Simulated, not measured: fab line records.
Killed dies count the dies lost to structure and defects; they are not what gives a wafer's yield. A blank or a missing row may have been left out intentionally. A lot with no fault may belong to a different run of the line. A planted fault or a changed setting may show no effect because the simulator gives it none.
Problem report, 8D (eight disciplines) form, completed by code / flow sfq line / the parts of the form that need people (team, actions taken, sign-off) are left out

== 1. THE ISSUE ==
Wafers without a fault read 494.9 W, standard deviation 2; rf fwd power W at SFQ_TRILAYER_C5_BARC_OPEN_VIA_ETCH_210 reads a mean of 295.4 W on 6 wafers belonging to 2 lots. So: -99 or more standard deviations from the usual mean.
The step: etches BARC in O2, target depth 125 nm, time 41.7 s.
First seen on wafer L914.2, day 69 12:01, on rie diel-02. The record holds 18 wafers of 6 lots with a number at this step. The rule behind "out" and "out of limits": a value lying over 4 standard deviations away from the usual mean. Any other wafer with a number is counted as sound.

== 2. WHAT IT IS AND WHAT IT IS NOT ==
question=which readings at this step; is=rf fwd power W; is not=drypump motor current A, oes product au
question=which lots; is=L914, L917; is not=L898, L905, L908, L909
question=which wafers of those lots; is=all that have a number; is not=-
question=read on which tools; is=rie diel-02; is not=rie diel-04
question=when; is=from day 69 12:01; is not=up to then (12 sound wafers)

== 3. THE SUSPECTS, EACH WITH WHAT RULES IT OUT ==
Counting: a tool stays on the suspect list if, at a process step up to the reading, it processed all lots that are out and no sound lot following the first of them.
- rie diel-02 at SFQ_TRILAYER_C5_BARC_OPEN_VIA_ETCH_210 (etches BARC in O2, target depth 125 nm, time 41.7 s): kept. It processed each lot that is out, first L914 at day 69 12:01, and no sound lot thereafter; up to then, the last sound lot it processed was L905 at day 66 22:01. On those wafers its own readings are out: rf fwd power W.
Left after counting: rie diel-02 at SFQ_TRILAYER_C5_BARC_OPEN_VIA_ETCH_210.

== 4. THE CAUSE (what the simulator had put in) ==
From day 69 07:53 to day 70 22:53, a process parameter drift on rie diel-02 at SFQ_TRILAYER_C5_BARC_OPEN_VIA_ETCH_210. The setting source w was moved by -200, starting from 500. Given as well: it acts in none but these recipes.
Counting left only this tool.

== 5. THE CHAIN OF EFFECTS, in route order ==
Rows list readings where the struck wafers' mean (over those with a number) sits beyond 3 standard deviations from the usual. Only readings whose record carries a usual standard deviation are examined. hours: median over the lots of the time between each lot's start at the first step of this table that gives one and its start at this step. sigmas: the change, counted in usual standard deviations.
hours=0; step=SFQ_TRILAYER_C5_BARC_OPEN_VIA_ETCH_210; reading=rf fwd power W; usual=494.9 W; on struck wafers=295.4; change=-199.5; sigmas=-99 or more
It contains these process steps:
- SFQ_TRILAYER_C5_BARC_OPEN_VIA_ETCH_210: etches BARC in O2, target depth 125 nm, time 41.7 s.

== 6. HOW IT WOULD HAVE BEEN CAUGHT EARLIER ==
The fault began at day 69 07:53; the first out-of-limits reading in this record came at day 69 12:01, 4 hours later.
